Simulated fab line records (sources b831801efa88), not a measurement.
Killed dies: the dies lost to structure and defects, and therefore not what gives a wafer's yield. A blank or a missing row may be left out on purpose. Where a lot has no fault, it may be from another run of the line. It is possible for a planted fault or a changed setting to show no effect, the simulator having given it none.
Which tool did it? :: flow gf180mcu :: 14 lots with 42 wafers sampled at 3 steps, on a route of 602 steps

## WHAT THE GAUGES SHOWED, per wafer
GF_V1_THK_MEAS_01.
lot: L467
measured: day 17 19:14
on: filmMetro-03
V1_CVD_00_THK (nm): 608 609 608

lot: L469
measured: day 18 14:10
on: filmMetro-02
V1_CVD_00_THK (nm): 606 602 605

lot: L470
measured: day 18 19:52
on: filmMetro-01
V1_CVD_00_THK (nm): 602 601 593

lot: L471
measured: day 18 21:59
on: filmMetro-01
V1_CVD_00_THK (nm): 607 600 606

lot: L472
measured: day 19 11:35
on: filmMetro-03
V1_CVD_00_THK (nm): 594 598 592

lot: L473
measured: day 19 19:23
on: filmMetro-03
V1_CVD_00_THK (nm): 596 589 597

lot: L476
measured: day 21 05:40
on: filmMetro-02
V1_CVD_00_THK (nm): 595 597 598

lot: L482
measured: day 22 23:21
on: filmMetro-03
V1_CVD_00_THK (nm): 592 596 590

lot: L483
measured: day 23 10:41
on: filmMetro-02
V1_CVD_00_THK (nm): 599 589 588

lot: L485
measured: day 24 07:13
on: filmMetro-02
V1_CVD_00_THK (nm): 605 605 603

lot: L486
measured: day 24 08:56
on: filmMetro-02
V1_CVD_00_THK (nm): 601 600 602

lot: L487
measured: day 24 17:27
on: filmMetro-01
V1_CVD_00_THK (nm): 611 613 609

lot: L488
measured: day 25 00:43
on: filmMetro-01
V1_CVD_00_THK (nm): 606 599 599

lot: L489
measured: day 25 07:39
on: filmMetro-02
V1_CVD_00_THK (nm): 605 603 596

GF_V1_THK_MEAS_03.
lot: L467
measured: day 17 19:22
on: filmMetro-02
V1_CVD_02_THK (nm): 845 837 857

lot: L469
measured: day 18 14:20
on: filmMetro-03
V1_CVD_02_THK (nm): 819 839 841

lot: L470
measured: day 18 19:59
on: filmMetro-03
V1_CVD_02_THK (nm): 849 875 869

lot: L471
measured: day 18 22:07
on: filmMetro-01
V1_CVD_02_THK (nm): 847 857 856

lot: L472
measured: day 19 11:43
on: filmMetro-02
V1_CVD_02_THK (nm): 859 872 862

lot: L473
measured: day 19 19:32
on: filmMetro-03
V1_CVD_02_THK (nm): 847 864 868

lot: L476
measured: day 21 05:47
on: filmMetro-03
V1_CVD_02_THK (nm): 846 845 865

lot: L482
measured: day 22 23:29
on: filmMetro-03
V1_CVD_02_THK (nm): 838 828 848

lot: L483
measured: day 23 10:49
on: filmMetro-03
V1_CVD_02_THK (nm): 811 832 832

lot: L485
measured: day 24 07:21
on: filmMetro-03
V1_CVD_02_THK (nm): 844 833 853

lot: L486
measured: day 24 09:04
on: filmMetro-03
V1_CVD_02_THK (nm): 831 832 834

lot: L487
measured: day 24 17:35
on: filmMetro-02
V1_CVD_02_THK (nm): 840 842 850

lot: L488
measured: day 25 00:50
on: filmMetro-02
V1_CVD_02_THK (nm): 845 830 850

lot: L489
measured: day 25 07:47
on: filmMetro-03
V1_CVD_02_THK (nm): 845 845 871

GF_V1_BOW_MEAS_05.
lot: L467
measured: day 17 19:44
on: filmMetro-03
V1_BOW (um): 80 83 86

lot: L469
measured: day 18 14:42
on: filmMetro-01
V1_BOW (um): 71 75 83

lot: L470
measured: day 18 20:21
on: filmMetro-02
V1_BOW (um): 76 75 77

lot: L471
measured: day 18 22:29
on: filmMetro-02
V1_BOW (um): 81 74 77

lot: L472
measured: day 19 12:04
on: filmMetro-03
V1_BOW (um): 90 78 86

lot: L473
measured: day 19 19:55
on: filmMetro-01
V1_BOW (um): 74 79 80

lot: L476
measured: day 21 06:10
on: filmMetro-02
V1_BOW (um): 85 71 84

lot: L482
measured: day 22 23:50
on: filmMetro-02
V1_BOW (um): 85 84 88

lot: L483
measured: day 23 11:11
on: filmMetro-03
V1_BOW (um): 88 81 85

lot: L485
measured: day 24 07:43
on: filmMetro-03
V1_BOW (um): 92 91 85

lot: L486
measured: day 24 09:38
on: filmMetro-01
V1_BOW (um): 84 73 72

lot: L487
measured: day 24 17:56
on: filmMetro-01
V1_BOW (um): 91 83 88

lot: L488
measured: day 25 01:12
on: filmMetro-03
V1_BOW (um): 78 78 94

lot: L489
measured: day 25 08:08
on: filmMetro-02
V1_BOW (um): 78 82 78

## EACH LOT AND THE TOOL THAT RAN IT (in order: tool; ch and the chambers of the sampled wafers; start)
There is no process step in the record ahead of these readings.

## AS READ BY THE TOOLS THEMSELVES (means over the sampled wafers that have a number; for cases with no such wafer, the mark the record gives instead)
The record holds no such reading with a usual standard deviation.

## THE ANSWER, worked out from the rows above alone
Rule: the lots themselves supply what counts as usual. The widest of any qualifying gaps counts: lots, ordered by their means at a reading, are off when they make up no more than a third of the lots, leave a main group of 4 or more, and stand apart from it by 3 or more times the standard deviation of that group's means. A main group whose means are all the same, to the digits that the tables above print for the reading, isn't used. Also off: a lot with no number at a reading for which 4 or more lots have one. Where the step has rows for the other lots, those lots are counted as sound. First the gauges in route order, then the tools' own readings, where a lot's mean is used as printed above. At the first step where some lot is off, the reading lying furthest off is the one used; lots without a number count as furthest.
No lot is off at any reading shown: from this, nothing can be told.

## WHAT WAS PUT IN BY THE SIMULATOR
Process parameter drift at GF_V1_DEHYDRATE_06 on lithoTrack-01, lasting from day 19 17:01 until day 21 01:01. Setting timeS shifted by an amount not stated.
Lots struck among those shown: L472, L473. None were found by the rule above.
